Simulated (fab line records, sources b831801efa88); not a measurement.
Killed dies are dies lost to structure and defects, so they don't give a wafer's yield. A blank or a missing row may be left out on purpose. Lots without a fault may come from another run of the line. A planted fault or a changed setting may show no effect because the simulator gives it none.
Which tool did it? | flow sky130 | 11 lots, 33 wafers sampled, at 4 steps of a route of 708

WHAT THE GAUGES READ, wafer by wafer
SKY_SONOS_ONO_OVL_MEAS_14.
lot  | measured     | on         | SONOS_ONO_OVL (nm)
L791 | day 12 23:23 | overlay-02 | 0.2 -0.7 1.1
L793 | day 13 10:03 | overlay-01 | -2.6 -4.0 -2.2
L798 | day 15 07:55 | overlay-02 | -0.4 -0.3 2.3
L800 | day 15 17:57 | overlay-01 | -2.0 -3.0 -2.3
L806 | day 18 16:53 | overlay-01 | -1.3 -0.6 -1.2
L807 | day 19 00:16 | overlay-02 | -1.6 -1.0 -2.6
L808 | day 19 00:35 | overlay-01 | -1.9 -1.8 -1.6
L809 | day 19 11:44 | overlay-01 | 0.5 -2.4 -1.8
L810 | day 19 11:53 | overlay-01 | -4.3 -3.2 -3.7
L812 | day 20 04:26 | overlay-01 | -1.0 -2.9 -1.2
L813 | day 20 12:44 | overlay-01 | -1.6 -1.9 0.0

SKY_RES_PROTECT_TW_MEAS_08.
lot  | measured     | on            | POLY_GATE_TW
L791 | day 15 08:50 | film_metro-03 | 4125 4126 4120
L793 | day 16 01:20 | film_metro-02 | 4060 4059 4078
L798 | day 17 21:58 | film_metro-02 | 4190 4203 4223
L800 | day 18 08:40 | film_metro-01 | 4180 4192 4177
L806 | day 21 12:18 | film_metro-01 | 4080 4067 4074
L807 | day 22 06:25 | film_metro-03 | 4133 4136 4113
L808 | day 22 06:45 | film_metro-03 | 4119 4118 4140
L809 | day 22 07:02 | film_metro-03 | 4086 4078 4095
L810 | day 22 07:19 | film_metro-01 | 4037 4061 4059
L812 | day 22 20:38 | film_metro-01 | 4051 4057 4059
L813 | day 23 06:04 | film_metro-03 | 4081 4104 4125

WHICH TOOL RAN EACH LOT (tool, then ch and the chambers of the sampled wafers, then the start)
lot  | SKY_POLY_GATE_IMPLANT_02        | SKY_RES_PROTECT_STRIP_07
L791 | implanter-01 ch 0, day 15 08:36 | plasma_asher-03 ch 1, day 15 08:43
L793 | implanter-04 ch 0, day 16 01:07 | plasma_asher-01 ch 0,1, day 16 01:15
L798 | implanter-02 ch 0, day 17 21:43 | plasma_asher-01 ch 1, day 17 21:52
L800 | implanter-02 ch 0, day 18 08:26 | plasma_asher-02 ch 0,1, day 18 08:33
L806 | implanter-02 ch 0, day 21 12:03 | plasma_asher-01 ch 0,1, day 21 12:12
L807 | implanter-02 ch 0, day 22 06:10 | plasma_asher-01 ch 0,1, day 22 06:19
L808 | implanter-04 ch 0, day 22 06:33 | plasma_asher-03 ch 0,1, day 22 06:39
L809 | implanter-01 ch 0, day 22 06:48 | plasma_asher-02 ch 0,1, day 22 06:55
L810 | implanter-02 ch 0, day 22 07:04 | plasma_asher-01 ch 0,1, day 22 07:13
L812 | implanter-02 ch 0, day 22 20:26 | plasma_asher-01 ch 0,1, day 22 20:32
L813 | implanter-01 ch 0, day 23 05:50 | plasma_asher-01 ch 0,1, day 23 05:58
- SKY_POLY_GATE_IMPLANT_02
- SKY_RES_PROTECT_STRIP_07: strips in O2/N2.

WHAT THE TOOLS THEMSELVES READ (means of the sampled wafers that have a number; where no wafer has one, the mark that the record gives instead)
SKY_POLY_GATE_IMPLANT_02.
lot  | tool         | beam_on_s (s) | dose_ions_cm2
L791 | implanter-01 | 38.3          | 7.7e+15
L793 | implanter-04 | 38.0          | 7.7e+15
L798 | implanter-02 | 61.1          | 1.4e+16
L800 | implanter-02 | 61.9          | 1.4e+16
L806 | implanter-02 | 32.9          | 7.7e+15
L807 | implanter-02 | 33.7          | 7.7e+15
L808 | implanter-04 | 38.5          | 7.7e+15
L809 | implanter-01 | 39.5          | 7.7e+15
L810 | implanter-02 | 34.2          | 7.7e+15
L812 | implanter-02 | 33.3          | 7.7e+15
L813 | implanter-01 | 38.3          | 7.7e+15

SKY_RES_PROTECT_STRIP_07.
lot  | tool            | drypump_motor_current_A (A) | oes_product_au (a.u.) | strip_time_to_endpoint_s (s)
L791 | plasma_asher-03 | 6.2                         | 0.519                 | 23.29
L793 | plasma_asher-01 | 5.4                         | 0.523                 | 23.32
L798 | plasma_asher-01 | 5.5                         | 0.496                 | 25.09
L800 | plasma_asher-02 | 5.5                         | 0.500                 | 25.02
L806 | plasma_asher-01 | 5.4                         | 0.522                 | 23.29
L807 | plasma_asher-01 | 5.4                         | 0.511                 | 23.31
L808 | plasma_asher-03 | 6.2                         | 0.520                 | 23.30
L809 | plasma_asher-02 | 5.8                         | 0.523                 | 23.31
L810 | plasma_asher-01 | 5.4                         | 0.521                 | 23.31
L812 | plasma_asher-01 | 5.4                         | 0.516                 | 23.30
L813 | plasma_asher-01 | 5.4                         | 0.518                 | 23.33

THE ANSWER, worked out from the rows above alone
Rule: what is usual is taken from the lots themselves. Put in order of their means at a reading, lots are off if they are a third of the lots or fewer, leave a main group of 4 or more, and stand apart from it by a gap of 3 or more times the standard deviation of the main group's means; of several such gaps the widest counts. A main group whose means are all the same, to the digits that the tables above print for the reading, isn't used. A lot without any number at a reading at which 4 lots or more have one is off too. The other lots that the step has rows for count as sound. The gauges are gone through in route order, then the tools' own readings, and for those a lot's mean is taken as printed above. The first step at which some lot is off is used, and at that step the reading that is off furthest; a lot without a number counts as furthest.
Off: L798, L800, at SKY_POLY_GATE_IMPLANT_02 (beam_on_s). The main group: mean 36.3 s, standard deviation 2.5.
A tool fits if, at that step or a process step before it, it ran every lot that is off, and no sound lot after the first of them. None of those tried fits.

WHAT THE SIMULATOR HAD PUT IN
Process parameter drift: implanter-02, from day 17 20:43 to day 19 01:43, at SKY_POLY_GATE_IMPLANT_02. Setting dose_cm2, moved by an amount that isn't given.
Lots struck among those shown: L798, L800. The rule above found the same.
